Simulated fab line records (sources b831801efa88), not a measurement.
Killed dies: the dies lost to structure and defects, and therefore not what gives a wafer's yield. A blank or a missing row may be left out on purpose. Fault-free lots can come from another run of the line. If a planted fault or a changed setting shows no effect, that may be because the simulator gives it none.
The same fault as seen by 2 desks || flow sky130 || every desk sees just its own numbers, and what lay behind them comes last

## AT THE METROLOGY DESK
What the gauges read for every lot (on any tool): the sampled wafers with a number, averaged. The brackets show how far a lot's mean lies from the usual mean; more than 4 standard deviations puts the lot out of limits, marked OUT.
Columns: A = POLY_GATE_CVD_00_THK at SKY_POLY_GATE_THK_MEAS_01, usual 179.6 nm; B = LDD_LDN_OVL at SKY_LDD_LDN_OVL_MEAS_07, usual 0.7 nm
{"lot": "L259", "first seen here": "day 13 19:00", "A": 179.3, "B": 0.5}
{"lot": "L260", "first seen here": "day 14 08:22", "A": 182.9, "B": -1.4}
{"lot": "L261", "first seen here": "day 14 15:11", "A": 178.1, "B": 1.6}
{"lot": "L262", "first seen here": "day 14 19:44", "A": 181.5, "B": 0.8}
{"lot": "L263", "first seen here": "day 15 11:20", "A": 179.8, "B": 0.6}
{"lot": "L264", "first seen here": "day 16 00:02", "A": 180.5, "B": -0.0}
{"lot": "L267", "first seen here": "day 16 20:37", "A": 177.3, "B": 2.8}
{"lot": "L268", "first seen here": "day 17 05:59", "A": 180.4, "B": 1.4}
{"lot": "L273", "first seen here": "day 19 01:38", "A": "161.2 (-12) OUT", "B": -0.1}
{"lot": "L282", "first seen here": "day 22 06:02", "A": 179.6, "B": -1.1}
Per this desk, out of limits: L273; the first was L273, day 19 01:38 (POLY_GATE_CVD_00_THK at SKY_POLY_GATE_THK_MEAS_01). L259, L260, L261, L262, L263, L264, L267, L268, L282 stayed within limits.

## THE TOOL OWNER'S DESK: lpcvd-01
The tool's own readings at SKY_POLY_GATE_CVD_00 (deposits poly-Si, target thk 180 nm, time 720 s): means of the sampled wafers that have a number, for each lot that ran on this tool. The brackets show how far a lot's mean lies from the usual mean; more than 4 standard deviations puts the lot out of limits, marked OUT.
Columns: A = spike-tc-centre-C at SKY_POLY_GATE_CVD_00, usual 620.9 C; B = spike-tc-lower-C at SKY_POLY_GATE_CVD_00, usual 620.1 C; C = spike-tc-top-C at SKY_POLY_GATE_CVD_00, usual 635.7 C; D = spike-tc-upper-C at SKY_POLY_GATE_CVD_00, usual 620.7 C; E = susceptor-temp-C at SKY_POLY_GATE_CVD_00, usual 620.0 C; F = zone-power-centre-pct at SKY_POLY_GATE_CVD_00, usual 9.33 %; G = zone-power-lower-pct at SKY_POLY_GATE_CVD_00, usual 9.22 %
{"lot": "L259", "first seen here": "day 13 17:47", "A": 621.4, "B": 619.6, "C": 636.5, "D": 621.0, "E": 619.9, "F": 9.43, "G": 9.25}
{"lot": "L260", "first seen here": "day 14 07:10", "A": 620.9, "B": 620.3, "C": 634.9, "D": 620.5, "E": 620.2, "F": 9.22, "G": 9.18}
{"lot": "L261", "first seen here": "day 14 13:59", "A": 620.9, "B": 619.9, "C": 636.2, "D": 620.9, "E": 620.0, "F": 9.47, "G": 9.27}
{"lot": "L262", "first seen here": "day 14 18:32", "A": 620.8, "B": 619.3, "C": 637.2, "D": 622.2, "E": 620.4, "F": 9.45, "G": 9.24}
{"lot": "L263", "first seen here": "day 15 10:07", "A": 620.9, "B": 619.3, "C": 636.8, "D": 621.2, "E": 620.1, "F": 9.48, "G": 9.28}
{"lot": "L264", "first seen here": "day 15 22:50", "A": 620.0, "B": 620.0, "C": 634.8, "D": 619.4, "E": 620.1, "F": 9.15, "G": 9.17}
{"lot": "L267", "first seen here": "day 16 19:25", "A": 620.6, "B": 620.6, "C": 635.7, "D": 620.6, "E": 620.7, "F": 9.10, "G": 9.20}
{"lot": "L268", "first seen here": "day 17 04:46", "A": 621.5, "B": 619.5, "C": 636.3, "D": 620.2, "E": 619.8, "F": 9.20, "G": 9.13}
{"lot": "L273", "first seen here": "day 18 22:56", "A": 617.1, "B": "615.6 (-4.5) OUT", "C": 631.1, "D": "615.9 (-4.4) OUT", "E": "616.1 (-12) OUT", "F": 9.20, "G": 9.06}
{"lot": "L282", "first seen here": "day 22 04:50", "A": 620.8, "B": 619.5, "C": 635.0, "D": 620.3, "E": 620.2, "F": 9.13, "G": 9.21}
This desk's finding: out of limits on L273; first on L273, day 18 22:56 (spike-tc-lower-C at SKY_POLY_GATE_CVD_00). L259, L260, L261, L262, L263, L264, L267, L268, L282 stayed within limits.

## PUT TOGETHER
On L273, at day 18 22:56, an alarm was possible from the tool owner's desk.
L273 would have let the metrology desk raise an alarm at day 19 01:38.
On lpcvd-01, each named lot ran SKY_POLY_GATE_CVD_00.

## WHAT THE SIMULATOR HAD PUT IN
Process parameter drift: lpcvd-01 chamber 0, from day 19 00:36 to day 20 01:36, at SKY_POLY_GATE_CVD_00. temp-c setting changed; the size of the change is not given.
Struck lots among those shown: L273.
